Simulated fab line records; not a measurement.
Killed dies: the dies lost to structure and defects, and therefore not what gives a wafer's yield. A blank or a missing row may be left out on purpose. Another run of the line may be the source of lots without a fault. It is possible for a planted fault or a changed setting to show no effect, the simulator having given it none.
Which of the tools did it? | flow sky130 | Sampling: 11 lots, 33 wafers, 6 of 708 route steps

== WHAT THE GAUGES READ, wafer by wafer ==
SKY_VT_ADJUST_LVTN_TW_MEAS_21. Usual: VT_ADJUST_LVTN_2_TW gives 190.0 (standard deviation 1.2).
lot  | measured     | on            | VT_ADJUST_LVTN_2_TW | flag
L945 | day 7 23:20  | film-metro-04 | 188.3 187.7 188.8   |
L946 | day 8 03:24  | film-metro-02 | 191.3 190.9 190.8   |
L947 | day 8 11:19  | film-metro-02 | 191.0 190.5 190.9   |
L949 | day 8 22:49  | film-metro-02 | 189.9 190.3 190.2   |
L952 | day 9 15:29  | film-metro-04 | 187.8 188.4 188.2   |
L956 | day 10 16:28 | film-metro-02 | 191.5 191.5 192.7   |
L962 | day 12 17:37 | film-metro-02 | 192.1 190.4 190.7   |
L964 | day 13 00:37 | film-metro-04 | 190.4 189.6 190.5   |
L965 | day 13 10:16 | film-metro-04 | 191.3 191.0 190.4   |
L967 | day 14 09:43 | film-metro-02 | 190.9 190.1 191.2   |
L968 | day 14 19:11 | film-metro-01 | 189.6 190.3 190.9   |

SKY_SONOS_TUNNEL_TW_MEAS_12. Usual: SONOS_TUNNEL_TW gives 200.3 (standard deviation 1.1).
lot  | measured     | on            | SONOS_TUNNEL_TW   | flag
L945 | day 11 16:01 | film-metro-02 | 200.7 201.5 202.3 |
L946 | day 11 19:56 | film-metro-04 | 199.0 198.8 198.2 |
L947 | day 12 08:12 | film-metro-02 | 200.4 201.4 200.8 |
L949 | day 12 20:24 | film-metro-02 | 200.3 200.6 199.4 |
L952 | day 13 15:13 | film-metro-02 | 200.0 199.9 201.0 |
L956 | day 14 20:01 | film-metro-02 | 201.4 201.6 200.6 |
L962 | day 17 04:27 | film-metro-01 | 200.4 201.2 200.2 |
L964 | day 17 13:21 | film-metro-02 | 200.5 200.3 201.9 |
L965 | day 18 00:30 | film-metro-02 | 201.7 201.8 200.3 |
L967 | day 19 05:35 | film-metro-02 | 200.6 200.6 200.7 |
L968 | day 19 16:34 | film-metro-02 | 200.6 201.2 200.6 |

SKY_RES_XHIGH_TW_MEAS_09. Usual: RES_XHIGH_TW gives 1657 (standard deviation 13).
lot  | measured     | on            | RES_XHIGH_TW                  | flag
L945 | day 27 12:44 | film-metro-03 | 1618 1639 1631                |
L946 | day 27 09:55 | film-metro-01 | 1649 1650 1654                |
L947 | day 27 23:52 | film-metro-02 | 1661 1655 1663                |
L949 | day 28 13:26 | film-metro-02 | 1673 1671 1677                |
L952 | day 29 06:42 | film-metro-02 | 1670 1671 1679                |
L956 | day 30 16:10 | film-metro-01 | 1660 1660 1652                |
L962 | day 32 19:50 | film-metro-01 | 1536 1538 1535 1540 1526 1537 | OFF
L964 | day 32 20:26 | film-metro-01 | 1532 1532 1534 1534 1539 1531 | OFF
L965 | day 33 07:52 | film-metro-03 | 1648 1635 1646                |
L967 | day 34 07:07 | film-metro-03 | 1643 1641 1628                |
L968 | day 34 19:15 | film-metro-01 | 1655 1653 1654                |

SKY_SD_N_RS_MEAS_18: the measuring method here is four-point-probe. Usual: RES_XHIGH_RS gives 333.2 ohm/sq (standard deviation 1.3).
lot  | measured     | on            | RES_XHIGH_RS (ohm/sq)               | flag
L945 | day 28 18:13 | film-metro-02 | 335.0 335.5 335.2                   |
L946 | day 28 16:01 | film-metro-03 | 334.5 334.8 334.9                   |
L947 | day 29 05:16 | film-metro-02 | 333.4 334.3 333.4                   |
L949 | day 29 18:45 | film-metro-02 | 332.4 331.8 331.3                   |
L952 | day 30 11:28 | film-metro-02 | 333.4 332.8 331.6                   |
L956 | day 31 20:33 | film-metro-01 | 333.2 332.8 335.0                   |
L962 | day 34 00:00 | film-metro-03 | 405.3 405.2 404.6 404.4 406.4 404.0 | OFF
L964 | day 34 00:19 | film-metro-01 | 403.6 401.8 404.5 404.5 402.3 403.2 | OFF
L965 | day 34 11:21 | film-metro-01 | 332.8 333.2 333.3                   |
L967 | day 35 10:21 | film-metro-01 | 334.2 335.9 335.4                   |
L968 | day 35 22:20 | film-metro-02 | 331.8 331.6 332.5                   |

== WHAT TOOL EACH LOT RAN ON (gives the tool, then ch and the chambers of the sampled wafers, and finally the start) ==
lot  | SKY_RES_XHIGH_IMPLANT_07        | SKY_RES_XHIGH_STRIP_08
L945 | implanter-01 ch 0, day 27 12:29 | plasma-asher-04 ch 0,1, day 27 12:37
L946 | implanter-04 ch 0, day 27 09:43 | plasma-asher-03 ch 0,1, day 27 09:49
L947 | implanter-04 ch 0, day 27 23:37 | plasma-asher-04 ch 0,1, day 27 23:46
L949 | implanter-02 ch 0, day 28 13:11 | plasma-asher-04 ch 0,1, day 28 13:20
L952 | implanter-04 ch 0, day 29 06:29 | plasma-asher-02 ch 0,1, day 29 06:36
L956 | implanter-02 ch 0, day 30 15:55 | plasma-asher-04 ch 0,1, day 30 16:04
L962 | implanter-02 ch 0, day 32 19:35 | plasma-asher-02 ch 1, day 32 19:44
L964 | implanter-02 ch 0, day 32 20:11 | plasma-asher-02 ch 0,1, day 32 20:20
L965 | implanter-01 ch 0, day 33 07:37 | plasma-asher-02 ch 0,1, day 33 07:46
L967 | implanter-04 ch 0, day 34 06:52 | plasma-asher-02 ch 0,1, day 34 07:01
L968 | implanter-04 ch 0, day 34 19:02 | plasma-asher-04 ch 0,1, day 34 19:10
- SKY_RES_XHIGH_IMPLANT_07
- SKY_RES_XHIGH_STRIP_08: strips in O2/N2.

== WHAT THE TOOLS THEMSELVES READ (means of the sampled wafers that have a number; where no wafer has one, the mark that the record gives instead) ==
SKY_RES_XHIGH_IMPLANT_07. Usual: beam-on-s 37.4 s, standard deviation 2; faraday-current-uA 543, standard deviation 29.
lot  | tool         | beam-on-s (s) | faraday-current-uA | flag
L945 | implanter-01 | 39.5          | 513                |
L946 | implanter-04 | 38.4          | 531                |
L947 | implanter-04 | 38.7          | 526                |
L949 | implanter-02 | 34.7          | 583                |
L952 | implanter-04 | 38.1          | 532                |
L956 | implanter-02 | 35.2          | 577                |
L962 | implanter-02 | 27.8          | 731                | OFF
L964 | implanter-02 | 27.9          | 728                | OFF
L965 | implanter-01 | 39.1          | 519                |
L967 | implanter-04 | 37.8          | 536                |
L968 | implanter-04 | 37.4          | 543                |

SKY_RES_XHIGH_STRIP_08. Usual: drypump-motor-current-A 5.75 A, standard deviation 0.15; oes-product-au 0.711 a.u., standard deviation 0.0045; strip-time-to-endpoint-s 14.29 s, standard deviation 0.038.
lot  | tool            | drypump-motor-current-A (A) | oes-product-au (a.u.) | strip-time-to-endpoint-s (s) | flag
L945 | plasma-asher-04 | 5.78                        | 0.707                 | 14.29                        |
L946 | plasma-asher-03 | 5.70                        | 0.704                 | 14.29                        |
L947 | plasma-asher-04 | 5.83                        | 0.708                 | 14.31                        |
L949 | plasma-asher-04 | 5.84                        | 0.715                 | 14.26                        |
L952 | plasma-asher-02 | 5.70                        | 0.710                 | 14.28                        |
L956 | plasma-asher-04 | 5.78                        | 0.709                 | 14.28                        |
L962 | plasma-asher-02 | 5.88                        | 0.716                 | 14.17                        | OFF
L964 | plasma-asher-02 | 5.70                        | 0.722                 | 14.19                        |
L965 | plasma-asher-02 | 5.70                        | 0.712                 | 14.25                        |
L967 | plasma-asher-02 | 5.69                        | 0.716                 | 14.33                        |
L968 | plasma-asher-04 | 5.78                        | 0.708                 | 14.29                        |

== THE ANSWER, worked out from the rows above alone ==
Rule: a lot is off if the mean of its wafers that have a number lies more than 3 standard deviations from the usual mean. A lot without any number at a reading at which 4 lots or more have one is off too. Any other lot the step has rows for is counted as sound. After the gauges, taken in route order, come the tools' own readings; for these a lot's mean is taken, as printed above. At the first step where some lot is off, the reading lying furthest off is the one used; lots without a number count as furthest.
Off: L962, L964, seen at SKY_RES_XHIGH_TW_MEAS_09 (RES_XHIGH_TW).
A tool fits if, at a process step before that reading, it ran every lot that is off, and no sound lot after the first of them. The gauges at SKY_RES_XHIGH_TW_MEAS_09 aren't tried: what is off there is off at SKY_RES_XHIGH_IMPLANT_07 too, on other tools, and a gauge's error can't cause that. One candidate fits, namely implanter-02 at SKY_RES_XHIGH_IMPLANT_07. Its last sound lot is L956 (day 30 15:55), its first lot that is off L962 (day 32 19:35): a fault that began between those two fits.
The tool's own readings at SKY_RES_XHIGH_IMPLANT_07 bear it out: on the lots that are off they differ by more than 5 times the standard deviation of the sound lots' means. beam-on-s reads 27.9 s there against 37.7 s on the sound lots; faraday-current-uA reads 730 there against 540 on the sound lots.

== WHAT THE SIMULATOR HAD INSERTED ==
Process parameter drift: implanter-02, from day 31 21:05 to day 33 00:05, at SKY_RES_XHIGH_IMPLANT_07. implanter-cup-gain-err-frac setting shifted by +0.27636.
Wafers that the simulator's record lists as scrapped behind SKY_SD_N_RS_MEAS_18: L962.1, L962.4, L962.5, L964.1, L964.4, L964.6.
Lots struck among those shown: L962, L964. The rule above reached the same finding.
